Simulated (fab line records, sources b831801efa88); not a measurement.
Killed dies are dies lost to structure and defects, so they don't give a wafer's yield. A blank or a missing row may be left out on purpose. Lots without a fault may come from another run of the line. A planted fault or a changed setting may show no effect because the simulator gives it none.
Chamber matching | flow sky130 | SKY_VIA2_CMP_24 on cmp-01: 4 sister chambers
The step polishes, stops on SiO2, t overpolish 18.95 s, target thk 0 nm. 14 wafers are shown with their chamber, then 7 later ones without.

WAFERS WITH THEIR CHAMBER
wafer  | chamber | edge_zone_pressure_frac | motor_current_A (A) | time_to_endpoint_s (s)
L458.2 | 0       | 1.002                   | 12.4                | 102
L458.5 | 2       | 1.005                   | 12.5                | 103
L458.6 | 1       | 1.003                   | 12.1                | 102
L459.2 | 3       | 0.997                   | 12.0                | 107
L459.3 | 2       | 1.005                   | 12.2                | 105
L459.4 | 1       | 1.006                   | 11.9                | 101
L461.2 | 3       | 0.997                   | 12.6                | 104
L461.3 | 1       | 0.995                   | 11.7                | 102
L461.6 | 0       | 1.004                   | 12.6                | 101
L462.1 | 1       | 1.007                   | 11.0                | 98
L462.3 | 3       | 1.000                   | 12.1                | 98
L462.5 | 1       | 0.998                   | 12.3                | 99
L464.2 | 0       | 1.000                   | 12.8                | 98
L464.4 | 1       | 1.007                   | 11.8                | 99

SIGNATURES (means of the wafers above)
reading                 | chamber 0 | chamber 1 | chamber 2 | chamber 3 | scatter within a chamber
edge_zone_pressure_frac | 1.00200   | 1.00267   | 1.00500   | 0.99800   | 0.00379
motor_current_A         | 12.600    | 11.800    | 12.350    | 12.233    | 0.365
time_to_endpoint_s      | 100.33    | 100.17    | 104.00    | 103.00    | 2.6
Rule: a wafer's distance from a chamber is the root of the sum, over the readings, of the square of ((its reading less the chamber's mean) divided by the reading's scatter). The wafer belongs to the nearest chamber; if the next one is less than 2 further off, it can't be placed. The scatter: the root of (the sum of the squares of (reading less its chamber's mean) over the shown wafers, divided by (wafers less chambers)).

WAFERS WITHOUT THEIR CHAMBER
wafer  | edge_zone_pressure_frac | motor_current_A (A) | time_to_endpoint_s (s)
L464.5 | 1.000                   | 12.4                | 107
L479.1 | 0.996                   | 11.7                | 108
L479.4 | 1.000                   | 11.9                | 106
L479.6 | 0.989                   | 11.6                | 104
L480.1 | 0.992                   | 12.4                | 102
L480.2 | 1.002                   | 12.3                | 103
L480.6 | 1.001                   | 13.0                | 105

WHICH CHAMBER EACH WENT THROUGH
wafer  | from the rows above               | in truth
L464.5 | can't be placed: 3 or 2 or 0 or 1 | 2
L479.1 | can't be placed: 3 or 2 or 1 or 0 | 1
L479.4 | can't be placed: 3 or 2 or 1 or 0 | 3
L479.6 | can't be placed: 3 or 1 or 0 or 2 | 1
L480.1 | can't be placed: 3 or 0 or 1 or 2 | 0
L480.2 | can't be placed: 2 or 3 or 0 or 1 | 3
L480.6 | can't be placed: 2 or 0 or 3 or 1 | 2
Placed correctly: 0 of 7. Can't be placed from these rows: 7 (the true chamber is among the candidates in 7). Placed wrongly: 0.
